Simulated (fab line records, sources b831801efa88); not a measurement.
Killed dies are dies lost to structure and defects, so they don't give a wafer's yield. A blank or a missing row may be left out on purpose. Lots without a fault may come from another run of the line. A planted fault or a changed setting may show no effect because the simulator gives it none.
Which tool did it? | flow gf180mcu | 24 lots, 72 wafers sampled, at 2 steps of a route of 602

WHAT THE GAUGES READ, wafer by wafer
GF_M1_OVL_MEAS_15. Usual: M1_OVL -1 nm, standard deviation 6.6.
lot  | measured     | on         | M1_OVL (nm) | flag
L074 | day 17 07:03 | overlay-02 | -3 -2 -2    |
L075 | day 17 11:07 | overlay-01 | 5 -1 -2     |
L076 | day 17 22:09 | overlay-01 | -11 -5 -2   |
L077 | day 18 06:03 | overlay-02 | -10 -16 -13 |
L078 | day 18 15:10 | overlay-02 | 5 5 1       |
L079 | day 18 19:08 | overlay-01 | 2 2 -4      |
L080 | day 19 09:59 | overlay-01 | -4 2 -3     |
L081 | day 19 19:01 | overlay-01 | 7 7 1       |
L082 | day 20 06:12 | overlay-02 | 0 2 1       |
L083 | day 20 10:38 | overlay-02 | -15 -11 -6  |
L084 | day 21 05:46 | overlay-02 | -5 1 -6     |
L085 | day 21 11:31 | overlay-02 | 6 6 5       |
L086 | day 21 21:48 | overlay-01 | 2 1 0       |
L087 | day 22 03:52 | overlay-02 | -5 0 0      |
L088 | day 22 17:59 | overlay-01 | 10 6 5      |
L089 | day 23 01:04 | overlay-02 | -1 3 2      |
L090 | day 23 06:19 | overlay-01 | -3 -5 -3    |
L091 | day 23 09:25 | overlay-02 | 2 -6 5      |
L092 | day 23 18:16 | overlay-02 | 11 8 12     |
L093 | day 23 22:45 | overlay-01 | 3 2 2       |
L094 | day 24 06:25 | overlay-02 | -5 -8 -9    |
L095 | day 24 15:19 | overlay-01 | -13 -9 -9   |
L096 | day 24 21:01 | overlay-02 | -9 -7 -14   |
L097 | day 25 07:13 | overlay-02 | 5 8 7       |

GF_V1_THK_MEAS_03. Usual: V1_CVD_02_THK 849 nm, standard deviation 10.
lot  | measured     | on            | V1_CVD_02_THK (nm) | flag
L074 | day 17 07:59 | film_metro-01 | 845 860 867        |
L075 | day 17 12:04 | film_metro-04 | 858 846 859        |
L076 | day 17 23:07 | film_metro-04 | 838 843 858        |
L077 | day 18 07:18 | film_metro-01 | 834 856 845        |
L078 | day 18 16:07 | film_metro-03 | 855 850 869        |
L079 | day 18 20:03 | film_metro-03 | 845 848 863        |
L080 | day 19 10:53 | film_metro-03 | 843 845 832        |
L081 | day 19 19:55 | film_metro-04 | 850 855 860        |
L082 | day 20 07:07 | film_metro-03 | 851 834 849        |
L083 | day 20 11:34 | film_metro-01 | 841 839 847        |
L084 | day 21 07:04 | film_metro-04 | 838 857 835        |
L085 | day 21 12:25 | film_metro-03 | 843 843 847        |
L086 | day 21 22:42 | film_metro-01 | 837 847 866        |
L087 | day 22 04:47 | film_metro-03 | 863 854 847        |
L088 | day 22 18:56 | film_metro-01 | 845 863 860        |
L089 | day 23 01:59 | film_metro-03 | 853 858 856        |
L090 | day 23 07:14 | film_metro-03 | 860 864 859        |
L091 | day 23 10:19 | film_metro-04 | 846 853 843        |
L092 | day 23 19:11 | film_metro-03 | 831 849 853        |
L093 | day 23 23:40 | film_metro-04 | 837 845 841        |
L094 | day 24 07:19 | film_metro-03 | 845 861 874        |
L095 | day 24 16:14 | film_metro-01 | 837 850 855        |
L096 | day 24 21:57 | film_metro-01 | 835 846 855        |
L097 | day 25 08:08 | film_metro-01 | 855 855 846        |

WHICH TOOL RAN EACH LOT (tool, then ch and the chambers of the sampled wafers, then the start)
The record holds no process step before these readings.

WHAT THE TOOLS THEMSELVES READ (means of the sampled wafers that have a number; where no wafer has one, the mark that the record gives instead)
The record holds no such reading with a usual standard deviation.

THE ANSWER, worked out from the rows above alone
Rule: a lot is off if the mean of its wafers that have a number lies more than 3 standard deviations from the usual mean. A lot without any number at a reading at which 4 lots or more have one is off too. The other lots that the step has rows for count as sound. The gauges are gone through in route order, then the tools' own readings, and for those a lot's mean is taken as printed above. The first step at which some lot is off is used, and at that step the reading that is off furthest; a lot without a number counts as furthest.
No lot is off at any reading shown: from this, nothing can be told.

WHAT THE SIMULATOR HAD PUT IN
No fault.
